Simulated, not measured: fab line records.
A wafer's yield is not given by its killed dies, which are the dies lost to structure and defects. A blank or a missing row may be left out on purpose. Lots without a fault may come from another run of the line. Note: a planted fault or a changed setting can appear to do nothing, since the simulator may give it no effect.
fab line records	flow gf180mcu
record lots=14	wafers=42	lastDay=34
route steps=602 shown M2@363 V2@384
lots that met no fault: from a run of the same line without faults
startH: hours from the record's opening day to when the first of the lot's shown wafers began	waitH: hours elapsed since this lot's preceding step	" same as the row above	L1.1+2: one row covering several wafers at once	- no value, or no start given	* or withheld: withheld	< > ~ a bound
route shown NAME@n: a module of which the file shows steps, and the number in the route of the first	usual: mean and standard deviation over wafers with no fault	same: alike in all rows	chamber/n: place in a boat	sites: the reading at each site	_std_site: standard deviation of those values	_edge_site: the outer-site mean with the inner-site mean subtracted	radiusMm: how far each site lies from the wafer's centre	mask NAME#n: copy n	behind: tool/chamber where the wafer was last shaped	hold: what put the lot on hold/how long, in hours/how the hold closed	device: which transistor (n, p or np) failed to switch	end of line: the tests these same wafers got at the end of their route	a step without rows: its recipe alone	killed: the dies lost at the first sort to structure and to defects; this is not the yield of the wafer	map: a wafer's dies, x killed, . not, _ none there
set.NAME: the setting as run; set.NAME@STEP: as run at that earlier step	model.NAME: the simulator's own value behind a step, which no gauge read
a sample of lots followed through the steps of the route, with each step as a table and each wafer as a row
services: when a tool's chamber went out of use (startH, in hours from the record's first day, below 0 if earlier), for how many hours, and the reason
## steps
# step GF_M2_SPUTTER_01
# recipe material=TiN	targetThkNm=30	powerW=6500	timeS=25	chamberPressurePa=0.4
# usual cathodeDcPowerW=6500.0/1.1	throttleValvePct=29.9/0.94
lot.wafer	tool	chamber	startH	waitH	cathodeDcPowerW	throttleValvePct
L512.2	pvdSputter-04	-	412.00	0.1	6500.7	31.1
L512.3	"	-	"	"	6498.4	30.3
L512.5	"	-	"	"	6500.2	30.2
L514.1	pvdSputter-04	-	426.76	0.1	6501.5	30.9
L514.4	"	-	"	"	6501.0	30.1
L514.5	"	-	"	"	6499.7	30.1
L515.2	pvdSputter-04	-	439.67	0.1	6499.3	30.8
L515.3	"	-	"	"	6500.4	30.4
L515.5	"	-	"	"	6497.4	31.1
L517.2	pvdSputter-04	-	461.22	0.1	6499.6	30.8
L517.3	"	-	"	"	6499.4	31.0
L517.5	"	-	"	"	6499.5	30.1
L518.1	pvdSputter-04	-	471.00	0.1	6499.3	30.9
L518.2	"	-	"	"	6500.4	31.2
L518.4	"	-	"	"	6501.4	29.8
L519.1	pvdSputter-02	-	475.55	0.1	6501.1	28.2
L519.3	"	-	"	"	6499.5	28.9
L519.5	"	-	"	"	6499.3	28.3
L521.2	pvdSputter-02	-	494.75	0.1	6500.5	31.1
L521.3	"	-	"	"	6499.9	28.9
L521.4	"	-	"	"	6501.9	28.4
L522.1	pvdSputter-01	-	505.27	0.1	6499.8	30.2
L522.2	"	-	"	"	6499.3	28.6
L522.4	"	-	"	"	6500.0	29.2
L525.2	pvdSputter-02	-	532.64	0.1	6499.5	29.1
L525.5	"	-	"	"	6497.3	30.9
L525.6	"	-	"	"	6500.9	29.5
L528.1	pvdSputter-04	-	556.65	0.1	6500.9	30.1
L528.2	"	-	"	"	6502.3	31.1
L528.3	"	-	"	"	6500.2	30.4
L532.1	pvdSputter-04	-	580.99	0.1	6498.3	29.9
L532.3	"	-	"	"	6499.9	30.3
L532.6	"	-	"	"	6500.4	31.0
L533.3	pvdSputter-01	-	589.46	0.1	6501.9	28.4
L533.5	"	-	"	"	6501.3	29.3
L533.6	"	-	"	"	6499.1	29.2
L534.2	pvdSputter-02	-	596.65	0.1	6500.8	28.9
L534.3	"	-	"	"	6500.2	29.2
L534.5	"	-	"	"	6500.3	29.5
L535.1	pvdSputter-04	-	609.53	0.1	6500.8	30.8
L535.3	"	-	"	"	6500.2	31.2
L535.5	"	-	"	"	6499.6	31.0
# step GF_M2_OVL_MEAS_15
# usual M2_OVL=-3/5.7
lot.wafer	tool	chamber	startH	waitH	M2_OVL[nm]
L512.2	overlay-02	-	436.01	0.1	0
L512.3	"	-	"	"	-8
L512.5	"	-	"	"	0
L514.1	overlay-02	-	452.15	0.1	0
L514.4	"	-	"	"	-6
L514.5	"	-	"	"	-8
L515.2	overlay-02	-	464.71	0.1	-2
L515.3	"	-	"	"	-10
L515.5	"	-	"	"	-13
L517.2	overlay-02	-	485.61	0.1	-1
L517.3	"	-	"	"	0
L517.5	"	-	"	"	-3
L518.1	overlay-01	-	494.86	0.1	0
L518.2	"	-	"	"	1
L518.4	"	-	"	"	2
L519.1	overlay-02	-	499.81	0.1	-8
L519.3	"	-	"	"	-11
L519.5	"	-	"	"	-6
L521.2	overlay-02	-	518.81	0.1	-4
L521.3	"	-	"	"	-3
L521.4	"	-	"	"	-11
L522.1	overlay-01	-	528.76	0.1	-1
L522.2	"	-	"	"	-8
L522.4	"	-	"	"	-2
L525.2	overlay-02	-	554.95	0.1	-3
L525.5	"	-	"	"	-2
L525.6	"	-	"	"	3
L528.1	overlay-01	-	578.81	0.1	-5
L528.2	"	-	"	"	-4
L528.3	"	-	"	"	-8
L532.1	overlay-02	-	601.71	0.1	7
L532.3	"	-	"	"	-1
L532.6	"	-	"	"	5
L533.3	overlay-01	-	610.52	0.1	3
L533.5	"	-	"	"	4
L533.6	"	-	"	"	6
L534.2	overlay-02	-	617.11	0.1	8
L534.3	"	-	"	"	-4
L534.5	"	-	"	"	-1
L535.1	overlay-01	-	630.36	0.1	-16
L535.3	"	-	"	"	-13
L535.5	"	-	"	"	-15
# step GF_M2_METAL_ETCH_16
# recipe chemistry=Cl2/BCl3	maskMaterial=KrF	targetDepthNm=750.8	stopOn=SiO2	pressureMtorr=8	icpW=800	biasW=140	Cl2_flow_sccm=80	bcl3FlowSccm=40	timeS=129.4
# usual drypumpMotorCurrentA=5.8/0.56	oesProductAu=0.986/0.0063	throttleValvePct=28.234/0.0099
lot.wafer	tool	chamber	startH	waitH	drypumpMotorCurrentA	oesProductAu	rfHoursCounterH	throttleValvePct
L512.2	rieMetal-03	1	436.04	0.0	5.8	0.989	9.7	28.235
L512.3	"	0	"	"	6.0	0.977	-	28.233
L512.5	"	1	"	"	5.8	0.982	-	28.232
L514.1	rieMetal-04	1	452.18	0.0	5.0	0.982	5.3	28.234
L514.4	"	1	"	"	5.0	0.981	-	28.234
L514.5	"	1	"	"	5.0	0.988	-	28.232
L515.2	rieMetal-02	1	464.74	0.0	6.5	0.987	6.1	28.212
L515.3	"	1	"	"	6.5	0.989	-	28.233
L515.5	"	0	"	"	5.3	0.986	-	28.218
L517.2	rieMetal-02	1	485.64	0.0	6.5	0.989	6.7	28.227
L517.3	"	0	"	"	5.3	0.989	-	28.237
L517.5	"	0	"	"	5.3	0.987	-	28.249
L518.1	rieMetal-03	1	494.89	0.0	5.8	0.986	11.2	28.233
L518.2	"	0	"	"	6.0	0.988	7.3	28.234
L518.4	"	0	"	"	6.0	0.983	-	28.237
L519.1	rieMetal-02	0	499.84	0.0	5.3	0.989	8.5	28.245
L519.3	"	1	"	"	6.5	0.993	-	28.218
L519.5	"	0	"	"	5.3	0.983	-	28.247
L521.2	rieMetal-04	0	518.84	0.0	5.2	0.986	1.4	28.240
L521.3	"	1	"	"	5.0	0.990	-	28.220
L521.4	"	0	"	"	5.2	0.985	-	28.251
L522.1	rieMetal-02	0	528.79	0.0	5.3	0.980	9.3	28.236
L522.2	"	1	"	"	6.4	0.987	7.8	28.226
L522.4	"	1	"	"	6.5	0.995	-	28.228
L525.2	rieMetal-02	1	554.98	0.0	6.5	0.989	8.7	28.215
L525.5	"	1	"	"	6.5	0.989	-	28.228
L525.6	"	0	"	"	5.3	0.984	-	28.233
L528.1	rieMetal-03	0	578.84	0.0	6.0	0.894	9.6	28.326
L528.2	"	0	"	"	6.0	0.896	-	28.322
L528.3	"	0	"	"	6.1	0.893	-	28.335
L532.1	rieMetal-03	0	601.74	0.0	6.0	0.898	10.8	28.316
L532.3	"	0	"	"	6.1	0.894	-	28.331
L532.6	"	0	"	"	6.1	0.896	-	28.340
L533.3	rieMetal-02	1	610.66	0.1	6.5	0.977	-	28.254
L533.5	"	1	"	"	6.5	0.973	-	28.236
L533.6	"	1	"	"	6.5	0.972	-	28.240
L534.2	rieMetal-02	1	617.20	0.1	6.4	0.979	-	28.259
L534.3	"	1	"	"	6.4	0.984	-	28.242
L534.5	"	1	"	"	6.5	0.967	-	28.245
L535.1	rieMetal-04	1	630.39	0.0	5.0	0.996	10.5	28.236
L535.3	"	0	"	"	5.2	0.986	-	28.230
L535.5	"	1	"	"	5.0	0.990	-	28.223
# step GF_M2_STRIP_17
# recipe chemistry=O2/N2	powerW=1400	pressureMtorr=1500	platenTempC=250	o2FlowSccm=3000	n2FlowSccm=300	overashFraction=0.5
# usual drypumpMotorCurrentA=6.2/0.46	heaterPowerW=317/28	oesProductAu=0.533/0.0051	platenTempC=249.99/0.18	stripTimeToEndpointS=7.28/0.042
# same overashFraction=0.5
lot.wafer	tool	chamber	startH	waitH	drypumpMotorCurrentA	heaterPowerW	oesProductAu	platenTempC	rfHoursCounterH	stripTimeToEndpointS
L512.2	plasmaAsher-02	1	436.17	0.1	6.0	276	0.531	249.80	1	7.26
L512.3	"	0	"	"	5.8	348	0.528	249.94	-	7.27
L512.5	"	0	"	"	5.8	343	0.538	249.75	-	7.27
L514.1	plasmaAsher-04	1	452.44	0.2	6.6	323	0.532	249.84	80	7.29
L514.4	"	0	"	"	6.6	325	0.531	250.08	-	7.30
L514.5	"	0	"	"	6.6	318	0.539	249.96	-	7.29
L515.2	plasmaAsher-04	0	464.87	0.1	6.6	317	0.524	250.23	81	7.20
L515.3	"	1	"	"	6.6	326	0.524	250.19	-	7.25
L515.5	"	1	"	"	6.6	320	0.529	250.04	-	7.33
L517.2	plasmaAsher-01	0	485.77	0.1	5.3	272	0.525	249.89	34	7.22
L517.3	"	0	"	"	5.3	270	0.535	249.69	-	7.27
L517.5	"	0	"	"	5.3	275	0.538	249.75	-	7.29
L518.1	plasmaAsher-04	1	495.02	0.1	6.5	335	0.535	249.84	84	7.30
L518.2	"	0	"	"	6.6	317	0.539	250.06	84	7.32
L518.4	"	0	"	"	6.6	321	0.522	249.87	-	7.29
L519.1	plasmaAsher-04	0	499.97	0.1	6.6	317	0.538	249.86	84	7.37
L519.3	"	0	"	"	6.6	318	0.527	249.92	-	7.24
L519.5	"	0	"	"	6.6	324	0.529	250.06	-	7.31
L521.2	plasmaAsher-02	0	518.97	0.1	5.8	344	0.533	250.03	9	7.31
L521.3	"	1	"	"	6.0	277	0.531	249.79	-	7.31
L521.4	"	0	"	"	5.8	342	0.535	249.98	-	7.33
L522.1	plasmaAsher-04	1	528.92	0.1	6.6	326	0.532	249.81	88	7.29
L522.2	"	0	"	"	6.6	318	0.530	250.13	88	7.26
L522.4	"	0	"	"	6.6	322	0.525	250.04	-	7.21
L525.2	plasmaAsher-02	0	555.11	0.1	5.8	344	0.535	250.00	13	7.22
L525.5	"	0	"	"	5.8	360	0.531	249.92	-	7.20
L525.6	"	1	"	"	6.0	277	0.526	249.91	-	7.27
L528.1	plasmaAsher-02	0	579.10	0.2	5.9	341	0.557	250.13	16	7.80
L528.2	"	1	"	"	6.0	273	0.553	249.96	16	7.78
L528.3	"	1	"	"	6.0	281	0.558	249.90	-	7.83
L532.1	plasmaAsher-02	0	601.87	0.1	5.8	344	0.555	249.59	18	7.79
L532.3	"	0	"	"	5.8	354	0.550	249.95	-	7.77
L532.6	"	1	"	"	6.0	279	0.548	250.02	-	7.76
L533.3	plasmaAsher-04	0	610.92	0.2	6.6	314	0.531	249.95	-	7.27
L533.5	"	1	"	"	6.6	323	0.522	250.01	-	7.28
L533.6	"	0	"	"	6.6	315	0.535	249.85	-	7.30
L534.2	plasmaAsher-02	1	617.49	0.2	5.9	280	0.538	249.93	20	7.27
L534.3	"	1	"	"	6.0	278	0.543	249.87	-	7.31
L534.5	"	0	"	"	5.8	346	0.529	250.13	-	7.26
L535.1	plasmaAsher-01	1	630.52	0.1	6.0	354	0.536	249.94	49	7.27
L535.3	"	0	"	"	5.3	270	0.528	249.77	-	7.25
L535.5	"	1	"	"	6.0	361	0.540	249.67	-	7.26
# step GF_V2_CVD_02
# recipe material=SiO2	targetThkNm=850	precursor=TEOS	tempC=400	timeS=94.851	rfW=600
# usual heaterPowerW=661/100
lot.wafer	tool	chamber	startH	waitH	heaterPowerW
L512.2	pecvd-04	1	436.84	0.0	576
L512.3	"	2	"	"	683
L512.5	"	1	"	"	471
L514.1	pecvd-03	1	453.11	0.1	764
L514.4	"	2	"	"	632
L514.5	"	1	"	"	601
L515.2	pecvd-03	2	465.58	0.0	528
L515.3	"	1	"	"	746
L515.5	"	0	"	"	680
L517.2	pecvd-03	1	486.45	0.0	696
L517.3	"	2	"	"	641
L517.5	"	1	"	"	779
L518.1	pecvd-03	0	495.69	0.1	826
L518.2	"	2	"	"	604
L518.4	"	2	"	"	493
L519.1	pecvd-04	1	500.67	0.1	537
L519.3	"	2	"	"	644
L519.5	"	2	"	"	693
L521.2	pecvd-04	1	519.64	0.0	572
L521.3	"	2	"	"	591
L521.4	"	0	"	"	603
L522.1	pecvd-03	2	529.59	0.1	508
L522.2	"	1	"	"	760
L522.4	"	2	"	"	554
L525.2	pecvd-03	1	555.78	0.0	766
L525.5	"	2	"	"	616
L525.6	"	1	"	"	617
L528.1	pecvd-01	2	579.78	0.1	600
L528.2	"	0	"	"	563
L528.3	"	1	"	"	810
L532.1	pecvd-01	2	602.54	0.1	641
L532.3	"	1	"	"	788
L532.6	"	2	"	"	670
L533.3	pecvd-01	0	611.56	0.0	589
L533.5	"	1	"	"	668
L533.6	"	2	"	"	638
L534.2	pecvd-03	1	618.16	0.0	704
L534.3	"	2	"	"	661
L534.5	"	1	"	"	742
L535.1	pecvd-03	2	631.19	0.1	525
L535.3	"	0	"	"	810
L535.5	"	1	"	"	631
## services
tool	chamber	startH	hours	kind
pecvd-01	0	391.26	13.7	repair
pecvd-04	-	397.28	2.7	repair
pvdSputter-04	2	399.64	-	consumableReplace:kit
pvdSputter-04	2	399.64	18.0	scheduledDown
pvdSputter-04	2	399.64	18.0	ventCycle
plasmaAsher-02	-	421.29	9.0	pm
rieMetal-02	-	426.32	14.6	pm
plasmaAsher-01	-	427.25	2.8	pm
rieMetal-04	-	468.03	2.8	pm
pecvd-03	0	469.62	17.7	repair
pvdSputter-04	-	483.58	2.1	repair
pvdSputter-01	-	516.42	2.4	repair
plasmaAsher-02	-	519.69	5.2	repair
pecvd-03	1	532.68	9.5	repair
pecvd-04	-	532.72	2.7	repair
pvdSputter-04	1	533.20	-	consumableReplace:kit
pvdSputter-04	1	533.20	18.0	scheduledDown
pvdSputter-04	1	533.20	18.0	ventCycle
plasmaAsher-01	-	541.68	7.6	repair
pecvd-03	-	559.67	0.7	repair
pvdSputter-04	-	588.74	8.7	repair
pecvd-03	-	591.12	14.0	pm
pecvd-03	0	591.12	14.0	ventCycle
pvdSputter-01	-	614.64	1.0	repair
## key
firstSign step=GF_M2_METAL_ETCH_16	reading=oesProductAu	direction=down	sigmas=15	usual=0.986	struck=0.895
effect step=GF_M2_METAL_ETCH_16	reading=throttleValvePct	direction=up	sigmas=9.6	usual=28.234	struck=28.328
effect step=GF_M2_STRIP_17	reading=stripTimeToEndpointS	direction=up	sigmas=12	usual=*	struck=*
metAt GF_M2_METAL_ETCH_16
struckLots L528,L532
sortLeftOut L528.1,L528.2,L528.3,L532.1,L532.3,L532.6
notActingAt GF_M2_SPUTTER_01,GF_M2_OVL_MEAS_15,GF_V2_CVD_02
onsetBetween 494.89 578.84
fault kind=processParameterDrift	tool=rieMetal-03	chamber=-	onsetH=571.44	steps=GF_M2_METAL_ETCH_16	channel=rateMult	offset=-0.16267	shape=step	endH=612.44
# sortLeftOut: the simulated sort isn't trusted on such a fault, so these wafers' sort isn't shown, and their yield isn't known
